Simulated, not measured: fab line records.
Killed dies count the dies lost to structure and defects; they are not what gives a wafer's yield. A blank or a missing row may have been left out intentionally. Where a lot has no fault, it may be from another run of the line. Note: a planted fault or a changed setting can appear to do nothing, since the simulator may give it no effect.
fab line records -- flow sky130
[record] lots = 7, wafers = 21, lastDay = 51
route steps=708 shown METAL1@446 VIA1@458 PAD_OPEN@708
lots that met no fault: taken from a fault-free run of the same line
startH: start of the lot's first displayed wafer, in hours after the record's first day -- waitH: time in hours since the lot's previous step -- " the same as in the row above -- L1.1+2: one row covering several wafers at once -- - either no value or no given start -- * or withheld: withheld -- < > ~ a bound
route shown NAME@n: a module of which the file shows steps, and the number in the route of the first -- usual: the fault-free wafers' mean and standard deviation -- same: alike in all rows -- chamber/n: place in a boat -- sites: each site's reading -- _std_site: the values' standard deviation -- _edge_site: outer sites' mean less inner sites' -- radiusMm: for every site, how far away it sits from the centre of the wafer -- mask NAME#n: copy n -- behind: tool/chamber where the wafer was last shaped -- hold: what put the lot on hold/how long, in hours/how the hold closed -- device: which transistor (n, p or np) failed to switch -- end of line: the tests these same wafers got at the end of their route -- for a step that has no rows: nothing shown but its recipe -- killed: count of dies lost to structure and defects at first sort (not the wafer's yield) -- map: the dies of a wafer, with x for killed, . for not killed, _ for no die there
set.NAME: the run value of the setting; set.NAME@STEP: its run value at that earlier step -- model.NAME: the simulator's own value behind a step, which no gauge read
lots at selected steps of the route; one table per step, one row per wafer
services: the hour from which a tool's chamber was out of use, counted from the record's first day as startH (under 0 if before that day), plus the number of hours and why
[[steps]]
[step SKY_METAL1_EXPOSE_12]
[recipe] maskId = MM1, na = 0.8, sourceShape = annular, sigmaInner = 0.55, sigmaOuter = 0.85, targetCdNm = 140, doseMj = 28
[step SKY_METAL1_PEB_13]
[recipe] pebTempC = withheld, pebTimeS = withheld, resist = KrF-thick
[step SKY_METAL1_DEVELOP_14]
[recipe] developTimeS = 60, resist = KrF-thick, devTempC = 21
[step SKY_METAL1_CD_MEAS_15]
[recipe] targetCdNm = 140
[usual] cdNm = 139.8/1.5
lot.wafer,tool,chamber,startH,waitH,cdNm
L259.1,cdSem-01,-,811.00,-,140.0
L259.2,cdSem-01,-,811.00,-,140.9
L259.6,cdSem-01,-,811.00,-,140.6
L261.2,cdSem-02,-,829.70,-,140.9
L261.3,cdSem-02,-,829.70,-,141.2
L261.4,cdSem-02,-,829.70,-,138.6
L262.1,cdSem-01,-,835.45,-,136.9
L262.2,cdSem-01,-,835.45,-,138.1
L262.3,cdSem-01,-,835.45,-,137.8
L263.1,cdSem-01,-,843.20,-,141.1
L263.5,cdSem-01,-,843.20,-,141.2
L263.6,cdSem-01,-,843.20,-,141.3
L271.1,cdSem-01,-,917.65,-,138.1
L271.5,cdSem-01,-,917.65,-,138.9
L271.6,cdSem-01,-,917.65,-,138.7
L274.1,cdSem-01,-,935.45,-,138.0
L274.5,cdSem-01,-,935.45,-,139.1
L274.6,cdSem-01,-,935.45,-,139.3
L279.3,cdSem-01,-,954.44,-,139.6
L279.4,cdSem-01,-,954.44,-,139.0
L279.6,cdSem-01,-,954.44,-,138.4
[step SKY_METAL1_OVL_MEAS_16]
[usual] METAL1_OVL = 0/5.1
lot.wafer,tool,chamber,startH,waitH,METAL1_OVL[nm]
L259.1,overlay-01,-,811.12,0.1,-2
L259.2,overlay-01,-,811.12,0.1,0
L259.6,overlay-01,-,811.12,0.1,1
L261.2,overlay-01,-,829.81,0.1,-1
L261.3,overlay-01,-,829.81,0.1,3
L261.4,overlay-01,-,829.81,0.1,-6
L262.1,overlay-02,-,835.57,0.1,5
L262.2,overlay-02,-,835.57,0.1,10
L262.3,overlay-02,-,835.57,0.1,14
L263.1,overlay-01,-,843.32,0.1,4
L263.5,overlay-01,-,843.32,0.1,6
L263.6,overlay-01,-,843.32,0.1,-10
L271.1,overlay-02,-,917.77,0.1,4
L271.5,overlay-02,-,917.77,0.1,8
L271.6,overlay-02,-,917.77,0.1,6
L274.1,overlay-01,-,935.57,0.1,-3
L274.5,overlay-01,-,935.57,0.1,2
L274.6,overlay-01,-,935.57,0.1,-6
L279.3,overlay-01,-,954.53,0.1,-2
L279.4,overlay-01,-,954.53,0.1,-1
L279.6,overlay-01,-,954.53,0.1,2
[step SKY_METAL1_DESCUM_17]
[recipe] chemistry = O2, sourcePowerW = 150, biasPowerW = 0, pressureMtorr = 10, tempC = 40, timeS = 8
[usual] drypumpMotorCurrentA = 5.6/0.47, oesProductAu = 1.003/0.0082
lot.wafer,tool,chamber,startH,waitH,drypumpMotorCurrentA,oesProductAu,rfHoursCounterH
L259.1,rieMetal-02,1,811.16,0.0,5.6,0.995,3
L259.2,rieMetal-02,0,811.16,0.0,6.1,1.006,14
L259.6,rieMetal-02,1,811.16,0.0,5.6,0.999,-
L261.2,rieMetal-03,0,829.84,0.0,5.8,0.987,14
L261.3,rieMetal-03,1,829.84,0.0,4.6,1.001,-
L261.4,rieMetal-03,0,829.84,0.0,5.8,0.990,-
L262.1,rieMetal-01,0,835.60,0.0,6.1,1.022,16
L262.2,rieMetal-01,1,835.60,0.0,5.3,0.997,9
L262.3,rieMetal-01,0,835.60,0.0,6.2,1.009,-
L263.1,rieMetal-01,1,843.35,0.0,5.3,0.998,9
L263.5,rieMetal-01,1,843.35,0.0,5.4,0.992,-
L263.6,rieMetal-01,0,843.35,0.0,6.1,1.017,-
L271.1,rieMetal-03,1,917.80,0.0,4.6,1.004,15
L271.5,rieMetal-03,1,917.80,0.0,4.7,1.001,-
L271.6,rieMetal-03,0,917.80,0.0,5.8,0.999,-
L274.1,rieMetal-02,0,935.60,0.0,6.1,1.007,1
L274.5,rieMetal-02,0,935.60,0.0,6.1,1.013,-
L274.6,rieMetal-02,1,935.60,0.0,5.6,0.998,-
L279.3,rieMetal-03,0,954.57,0.0,5.8,0.995,-
L279.4,rieMetal-03,1,954.57,0.0,4.6,1.000,-
L279.6,rieMetal-03,1,954.57,0.0,4.7,0.999,-
[step SKY_METAL1_ETCH_18]
[recipe] chemistry = N2/H2, target = BARC, ionEnergyEv = 200, biasW = 100, pressureMtorr = 30, n2FlowSccm = 100, h2FlowSccm = 200, icpW = 500, stopOn = SiO2, timeS = 45.9, targetDepthA = 600
[usual] drypumpMotorCurrentA = 5.6/0.48, oesProductAu = 0.855/0.0048, throttleValvePct = 13.223/0.0098
lot.wafer,tool,chamber,startH,waitH,drypumpMotorCurrentA,oesProductAu,rfHoursCounterH,throttleValvePct
L259.1,rieMetal-02,1,811.19,0.0,5.6,0.853,3,13.221
L259.2,rieMetal-02,0,811.19,0.0,6.1,0.850,14,13.231
L259.6,rieMetal-02,1,811.19,0.0,5.6,0.860,-,13.224
L261.2,rieMetal-03,0,829.87,0.0,5.9,0.861,14,13.228
L261.3,rieMetal-03,1,829.87,0.0,4.7,0.856,-,13.218
L261.4,rieMetal-03,0,829.87,0.0,5.9,0.847,-,13.208
L262.1,rieMetal-01,0,835.63,0.0,6.1,0.855,16,13.223
L262.2,rieMetal-01,1,835.63,0.0,5.3,0.851,9,13.234
L262.3,rieMetal-01,0,835.63,0.0,6.2,0.853,-,13.219
L263.1,rieMetal-01,1,843.38,0.0,5.3,0.860,9,13.224
L263.5,rieMetal-01,1,843.38,0.0,5.3,0.855,-,13.224
L263.6,rieMetal-01,0,843.38,0.0,6.2,0.855,-,13.227
L271.1,rieMetal-03,1,917.83,0.0,4.7,0.858,15,13.213
L271.5,rieMetal-03,1,917.83,0.0,4.7,0.862,-,13.240
L271.6,rieMetal-03,0,917.83,0.0,5.8,0.857,-,13.231
L274.1,rieMetal-02,0,935.63,0.0,6.1,0.859,1,13.214
L274.5,rieMetal-02,0,935.63,0.0,6.1,0.858,-,13.228
L274.6,rieMetal-02,1,935.63,0.0,5.6,0.857,-,13.228
L279.3,rieMetal-03,0,954.61,0.0,5.8,0.853,-,13.224
L279.4,rieMetal-03,1,954.61,0.0,4.6,0.858,-,13.207
L279.6,rieMetal-03,1,954.61,0.0,4.7,0.856,-,13.221
[step SKY_METAL1_METAL_ETCH_19]
[recipe] targetDepthA = 3600, stopOn = SiO2, overEtchFrac = 0.3, timeS = 78, chemistry = Cl2/BCl3, resistSidewallDeg = 88, pressureMtorr = 10, icpW = 900, biasW = 48.5, Cl2_flow_sccm = 60, bcl3FlowSccm = 30
[usual] drypumpMotorCurrentA = 5.6/0.47, oesProductAu = 0.854/0.0059, throttleValvePct = 22.266/0.0084
lot.wafer,tool,chamber,startH,waitH,drypumpMotorCurrentA,oesProductAu,rfHoursCounterH,throttleValvePct
L259.1,rieMetal-02,1,811.25,0.0,5.6,0.851,3,22.264
L259.2,rieMetal-02,0,811.25,0.0,6.1,0.860,14,22.276
L259.6,rieMetal-02,1,811.25,0.0,5.6,0.862,-,22.278
L261.2,rieMetal-03,0,829.93,0.0,5.8,0.854,14,22.263
L261.3,rieMetal-03,1,829.93,0.0,4.6,0.854,-,22.249
L261.4,rieMetal-03,0,829.93,0.0,5.9,0.859,-,22.270
L262.1,rieMetal-01,0,835.70,0.0,6.1,0.848,16,22.282
L262.2,rieMetal-01,1,835.70,0.0,5.3,0.853,9,22.269
L262.3,rieMetal-01,0,835.70,0.0,6.1,0.849,-,22.279
L263.1,rieMetal-01,1,843.45,0.0,5.4,0.854,9,22.279
L263.5,rieMetal-01,1,843.45,0.0,5.3,0.854,-,22.272
L263.6,rieMetal-01,0,843.45,0.0,6.1,0.858,-,22.269
L271.1,rieMetal-03,1,917.90,0.0,4.7,0.855,15,22.248
L271.5,rieMetal-03,1,917.90,0.0,4.7,0.854,-,22.266
L271.6,rieMetal-03,0,917.90,0.0,5.8,0.852,-,22.277
L274.1,rieMetal-02,0,935.70,0.0,6.1,0.849,1,22.274
L274.5,rieMetal-02,0,935.70,0.0,6.1,0.845,-,22.269
L274.6,rieMetal-02,1,935.70,0.0,5.6,0.850,-,22.267
L279.3,rieMetal-03,0,954.68,0.1,5.8,0.848,-,22.266
L279.4,rieMetal-03,1,954.68,0.1,4.7,0.843,-,22.269
L279.6,rieMetal-03,1,954.68,0.1,4.7,0.856,-,22.250
[step SKY_METAL1_STRIP_20]
[recipe] chemistry = O2/N2, powerW = 1400, pressureMtorr = 1500, platenTempC = withheld, o2FlowSccm = 3000, n2FlowSccm = 300, overashFraction = 0.5
[usual] drypumpMotorCurrentA = 5.9/0.56, oesProductAu = 0.343/0.0049, stripTimeToEndpointS = 2.70/0.032
lot.wafer,tool,chamber,startH,waitH,drypumpMotorCurrentA,oesProductAu,rfHoursCounterH,stripTimeToEndpointS
L259.1,plasmaAsher-03,0,811.34,0.1,5.6,0.342,66,2.71
L259.2,plasmaAsher-03,1,811.34,0.1,6.2,0.348,66,2.68
L259.6,plasmaAsher-03,0,811.34,0.1,5.6,0.342,-,2.73
L261.2,plasmaAsher-03,0,830.02,0.1,5.6,0.344,68,2.74
L261.3,plasmaAsher-03,0,830.02,0.1,5.6,0.344,-,2.70
L261.4,plasmaAsher-03,1,830.02,0.1,6.3,0.348,-,2.77
L262.1,plasmaAsher-03,0,835.79,0.1,5.6,0.340,69,2.68
L262.2,plasmaAsher-03,1,835.79,0.1,6.3,0.337,69,2.74
L262.3,plasmaAsher-03,1,835.79,0.1,6.3,0.332,-,2.66
L263.1,plasmaAsher-04,1,843.54,0.1,6.5,0.340,100,2.74
L263.5,plasmaAsher-04,0,843.54,0.1,5.9,0.356,-,2.76
L263.6,plasmaAsher-04,1,843.54,0.1,6.5,0.337,-,2.65
L271.1,plasmaAsher-04,1,917.99,0.1,6.5,0.349,108,2.69
L271.5,plasmaAsher-04,0,917.99,0.1,5.9,0.349,-,2.74
L271.6,plasmaAsher-04,1,917.99,0.1,6.5,0.341,-,2.71
L274.1,plasmaAsher-04,1,935.79,0.1,6.5,0.349,109,2.69
L274.5,plasmaAsher-04,0,935.79,0.1,5.9,0.336,-,2.67
L274.6,plasmaAsher-04,1,935.79,0.1,6.5,0.351,-,2.70
L279.3,plasmaAsher-02,1,954.78,0.1,4.7,0.339,-,2.70
L279.4,plasmaAsher-02,0,954.78,0.1,6.2,0.337,-,2.69
L279.6,plasmaAsher-02,0,954.78,0.1,6.2,0.333,-,2.68
[step SKY_METAL1_STRIP_21]
[recipe] chemistry = postEtchResidueRemover, timeS = 1200, tempC = 72.5
[step SKY_METAL1_CLEAN_22]
[recipe] chemistry = IPA, timeS = 180, tempC = 25
[step SKY_METAL1_CLEAN_23]
[recipe] chemistry = O3/DIW, dry = n2Spin
[step SKY_VIA1_HDPCVD_00]
[recipe] material = SiO2, targetThkNm = 1030, sigmaOpenFrac = 0.3, timeS = 171.7, tempC = 400, sih4FlowSccm = 60, pressureMtorr = 6
[usual] runLengthS = 199.8/0.52, sih4FlowSccm = 60.00/0.19
lot.wafer,tool,chamber,startH,waitH,runLengthS,sih4FlowSccm,model.SiO2_of_VIA1_HDPCVD_00.thkNm
L259.1,hdpcvd-02,1,811.93,0.0,199.8,59.67,1025
L259.2,hdpcvd-02,0,811.93,0.0,200.9,60.06,1040
L259.6,hdpcvd-02,2,811.93,0.0,199.9,60.23,1037
L261.2,hdpcvd-01,2,830.70,0.0,199.5,59.77,1043
L261.3,hdpcvd-01,0,830.70,0.0,200.1,60.08,1041
L261.4,hdpcvd-01,0,830.70,0.0,191.4,59.92,980.2
L262.1,hdpcvd-01,1,836.38,0.0,190.0,59.74,981.4
L262.2,hdpcvd-01,2,836.38,0.0,199.1,59.88,1040
L262.3,hdpcvd-01,0,836.38,0.0,200.3,59.91,1043
L263.1,hdpcvd-01,1,844.16,0.0,190.2,60.08,988.7
L263.5,hdpcvd-01,1,844.16,0.0,199.6,59.94,1043
L263.6,hdpcvd-01,0,844.16,0.0,200.2,59.88,1045
L271.1,hdpcvd-01,1,918.61,0.0,199.4,60.03,1033
L271.5,hdpcvd-01,0,918.61,0.0,199.9,59.83,1049
L271.6,hdpcvd-01,2,918.61,0.0,199.0,60.16,1041
L274.1,hdpcvd-02,2,936.38,0.0,200.2,60.21,1018
L274.5,hdpcvd-02,1,936.38,0.0,199.2,59.99,1008
L274.6,hdpcvd-02,0,936.38,0.0,200.1,59.80,1030
L279.3,hdpcvd-02,1,955.33,0.0,199.4,59.93,1025
L279.4,hdpcvd-02,0,955.33,0.0,200.9,59.84,1052
L279.6,hdpcvd-02,1,955.33,0.0,199.9,59.83,1024
[step SKY_VIA1_THK_MEAS_01]
[recipe] reads = SiO2_of_VIA1_HDPCVD_00
[usual] VIA1_HDPCVD_THK = 1034/12
lot.wafer,tool,chamber,startH,waitH,VIA1_HDPCVD_THK[nm]
L259.1,filmMetro-01,-,812.05,0.1,1026
L259.2,filmMetro-01,-,812.05,0.1,1039
L259.6,filmMetro-01,-,812.05,0.1,1037
L261.2,filmMetro-02,-,830.82,0.1,1042
L261.3,filmMetro-02,-,830.82,0.1,1042
L261.4,filmMetro-02,-,830.82,0.1,979
L262.1,filmMetro-01,-,836.49,0.1,982
L262.2,filmMetro-01,-,836.49,0.1,1039
L262.3,filmMetro-01,-,836.49,0.1,1042
L263.1,filmMetro-03,-,844.27,0.1,989
L263.5,filmMetro-03,-,844.27,0.1,1043
L263.6,filmMetro-03,-,844.27,0.1,1045
L271.1,filmMetro-01,-,918.73,0.1,1033
L271.5,filmMetro-01,-,918.73,0.1,1050
L271.6,filmMetro-01,-,918.73,0.1,1041
L274.1,filmMetro-03,-,936.49,0.1,1018
L274.5,filmMetro-03,-,936.49,0.1,1008
L274.6,filmMetro-03,-,936.49,0.1,1029
L279.3,filmMetro-01,-,955.47,0.1,1026
L279.4,filmMetro-01,-,955.47,0.1,1052
L279.6,filmMetro-01,-,955.47,0.1,1023
[step SKY_VIA1_CMP_02]
[recipe] material = SiO2, downForcePsi = 4, platenRpm = 60, padVelocityMS = 0.94248
[usual] motorCurrentA = 12.1/1.2, slurryFilterDpKPa = 13.50/0.14
lot.wafer,tool,chamber,startH,waitH,motorCurrentA,slurryFilterDpKPa
L259.1,cmp-01,0,812.21,0.1,11.2,13.60
L259.2,cmp-01,1,812.21,0.1,12.1,13.50
L259.6,cmp-01,3,812.21,0.1,10.7,13.50
L261.4,cmp-01,3,830.87,0.0,11.2,13.56
L261.3,cmp-01,1,830.87,0.0,12.0,13.77
L261.2,cmp-01,2,830.87,0.0,11.9,13.43
L262.2,cmp-01,1,836.55,0.0,12.0,13.52
L262.3,cmp-01,3,836.55,0.0,10.7,13.37
L262.1,cmp-01,0,836.55,0.0,12.0,13.29
L263.1,cmp-02,1,844.43,0.1,13.4,13.72
L263.6,cmp-02,3,844.43,0.1,14.1,13.26
L263.5,cmp-02,0,844.43,0.1,12.0,13.45
L271.1,cmp-02,3,918.79,0.1,13.7,13.40
L271.6,cmp-02,3,918.79,0.1,14.1,13.61
L271.5,cmp-02,0,918.79,0.1,11.6,13.53
L274.1,cmp-02,3,936.55,0.1,13.9,13.49
L274.6,cmp-02,3,936.55,0.1,14.4,13.40
L274.5,cmp-02,0,936.55,0.1,11.1,13.71
L279.4,cmp-01,2,955.56,0.1,11.4,13.61
L279.3,cmp-01,0,955.56,0.1,10.8,13.54
L279.6,cmp-01,1,955.56,0.1,11.4,13.60
[step SKY_PAD_OPEN_PROBE_99]
[usual] defectLimitedYield = 82.6/1.7, killed_at_M0_to_M3 = 43/7, killed_at_M4_up = 3.1/1.5, killedAtContacts = 23/4.9, killedAtFrontEnd = 16/3.9, killedAtOther = 0.3/0.52, killedDies = 86/8.2, killedOpen = 47/6.1, killedShort = 38/5.8, sort_bin_3_pad_short = 0.8/0.41, sort_bin_5_function = 10.2/1.3, sort_bin_6_memory = 6.4/1.1, sortNPass = 406/8.2, sortYieldPct = 82.6/1.7
[same] grossDies = 492, killedAtBackSide = 0, sort_bin_4_leakage[%] = 0, sort_bin_8_speed[%] = 0
lot.wafer,tool,chamber,startH,waitH,defectLimitedYield[%],killed_at_M0_to_M3,killed_at_M4_up,killedAtContacts,killedAtFrontEnd,killedAtOther,killedDies,killedOpen,killedShort,sort_bin_3_pad_short[%],sort_bin_5_function[%],sort_bin_6_memory[%],sortNPass,sortYieldPct[%]
L261.2,prober-02,-,1133.37,0.1,82.9,50,4,16,14,0,84,39,45,1.0,9.8,6.3,408,82.9
L261.3,prober-02,-,1133.42,0.2,82.5,40,2,33,11,0,86,42,41,0.8,10.4,6.3,406,82.5
L261.4,prober-02,-,1133.47,0.2,82.5,42,2,28,14,0,86,51,35,0.4,9.8,7.3,406,82.5
L262.1,prober-01,-,1140.01,0.1,82.7,45,0,20,20,0,85,42,43,1.2,10.6,5.5,407,82.7
L262.2,prober-01,-,1140.06,0.1,82.1,47,2,18,21,0,88,46,42,1.2,12.0,4.7,404,82.1
L262.3,prober-01,-,1140.11,0.2,85.4,33,2,25,11,1,72,41,31,0.4,8.1,6.1,420,85.4
L271.1,prober-01,-,1201.16,0.1,82.9,34,2,30,18,0,84,42,42,2.2,9.3,5.5,408,82.9
L279.3,prober-02,-,1223.25,0.2,83.1,34,4,26,19,0,83,40,43,1.0,8.5,7.3,409,83.1
L279.4,prober-02,-,1223.30,0.2,82.3,46,2,25,14,0,87,48,39,1.6,9.3,6.7,405,82.3
L279.6,prober-02,-,1223.40,0.2,83.3,48,5,19,10,0,82,40,42,0.4,10.0,6.3,410,83.3
// killed by level:class
L261.2 METAL1:geometricParticle:short=9 VIA1:geometricParticle:open=9 METAL3:geometricParticle:short=7 VIA2:geometricParticle:open=6 CONTACT:geometricParticle:open=6 VIA1:geometricParticle:short=6 POLY_GATE:geometricParticle:open=4 LI_CONTACT:geometricParticle:open=4
L261.3 CONTACT:geometricParticle:open=10 VIA1:geometricParticle:open=8 LOCAL_INTERCONNECT:geometricParticle:short=7 CONTACT:geometricParticle:short=7 LI_CONTACT:geometricParticle:open=6 METAL1:geometricParticle:short=6 FIELD_ISO:geometricParticle:open=5 METAL2:geometricParticle:short=5
L261.4 VIA1:geometricParticle:open=16 LI_CONTACT:geometricParticle:open=9 CONTACT:geometricParticle:open=9 VIA1:geometricParticle:short=6 CONTACT:geometricParticle:short=6 VIA3:geometricParticle:open=5 FIELD_ISO:geometricParticle:short=4 FIELD_ISO:geometricParticle:open=4
L262.1 VIA1:geometricParticle:open=11 FIELD_ISO:geometricParticle:open=8 CONTACT:geometricParticle:short=7 METAL3:geometricParticle:short=7 FIELD_ISO:geometricParticle:short=6 VIA3:geometricParticle:open=5 LI_CONTACT:geometricParticle:short=4 LI_CONTACT:geometricParticle:open=4
L262.2 VIA1:geometricParticle:open=11 FIELD_ISO:geometricParticle:short=7 FIELD_ISO:geometricParticle:open=6 METAL1:geometricParticle:short=6 CONTACT:geometricParticle:open=6 VIA3:geometricParticle:open=5 VIA1:geometricParticle:short=5 METAL2:geometricParticle:short=5
L262.3 VIA1:geometricParticle:open=13 LI_CONTACT:geometricParticle:open=8 CONTACT:geometricParticle:open=7 LOCAL_INTERCONNECT:geometricParticle:short=4 FIELD_ISO:geometricParticle:short=3 FIELD_ISO:geometricParticle:open=3 LI_CONTACT:geometricParticle:short=3 VIA1:geometricParticle:short=3
L271.1 CONTACT:geometricParticle:open=13 FIELD_ISO:geometricParticle:open=8 METAL2:geometricParticle:short=8 FIELD_ISO:geometricParticle:short=7 VIA1:geometricParticle:short=7 VIA3:geometricParticle:open=6 CONTACT:geometricParticle:short=6 VIA1:geometricParticle:open=6
L279.3 CONTACT:geometricParticle:open=11 METAL1:geometricParticle:short=8 LI_CONTACT:geometricParticle:open=6 LOCAL_INTERCONNECT:geometricParticle:short=6 METAL2:geometricParticle:short=5 POLY_GATE:geometricParticle:open=4 POLY_GATE:geometricParticle:short=4 VIA1:geometricParticle:open=4
L279.4 VIA1:geometricParticle:open=11 CONTACT:geometricParticle:open=9 METAL2:geometricParticle:short=7 LI_CONTACT:geometricParticle:open=6 CONTACT:geometricParticle:short=5 METAL1:geometricParticle:short=5 METAL3:geometricParticle:short=5 FIELD_ISO:geometricParticle:open=4
L279.6 VIA1:geometricParticle:open=14 METAL1:geometricParticle:short=10 LI_CONTACT:geometricParticle:open=7 CONTACT:geometricParticle:short=5 METAL4:geometricParticle:short=5 VIA1:geometricParticle:short=4 CONTACT:geometricParticle:open=4 VIA3:geometricParticle:open=4
[[services]]
tool,chamber,startH,hours,kind
hdpcvd-01,0,801.55,14.0,repair
plasmaAsher-02,-,845.56,7.7,repair
hdpcvd-01,-,851.50,28.1,pm
rieMetal-01,0,856.64,13.8,repair
cmp-01,-,867.94,12.5,repair
rieMetal-01,0,874.16,21.6,repair
plasmaAsher-02,-,874.53,15.6,pm
cmp-02,-,876.07,0.5,repair
rieMetal-02,0,884.12,-,clean
rieMetal-02,0,884.12,17.8,scheduledDown
rieMetal-02,0,884.12,17.8,ventCycle
hdpcvd-01,1,886.33,4.1,repair
hdpcvd-02,0,888.48,14.6,repair
rieMetal-01,-,905.16,0.8,repair
cmp-02,-,907.53,3.5,repair
rieMetal-01,0,908.80,-,clean
rieMetal-01,0,908.80,13.2,scheduledDown
rieMetal-01,0,908.80,13.2,ventCycle
cmp-01,-,915.85,4.0,pm
plasmaAsher-02,-,917.56,2.8,pm
rieMetal-02,0,925.63,8.6,repair
cmp-01,-,941.23,4.9,pm
hdpcvd-01,-,950.25,15.0,pm
cmp-02,-,950.58,5.5,pm
[[key]]
[firstSign] step = SKY_VIA1_HDPCVD_00, reading = runLengthS, direction = down, sigmas = 18, usual = *, struck = *
[effect] step = SKY_VIA1_THK_MEAS_01, reading = VIA1_HDPCVD_THK, direction = down, sigmas = 4.4, usual = 1034, struck = 983
[modelEffect] step = SKY_VIA1_HDPCVD_00, value = SiO2_of_VIA1_HDPCVD_00.thkNm, without = 1040, struck = 983.4
metAt SKY_VIA1_HDPCVD_00
struckWafers L261.4,L262.1,L263.1
[fault] kind = processParameterDrift, tool = hdpcvd-01, chamber = -, onsetH = 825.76, steps = SKY_VIA1_HDPCVD_00, channel = timeS, offset = *, shape = step, endH = 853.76, scope = struckWafersOnly, actsIn = *, stated = *
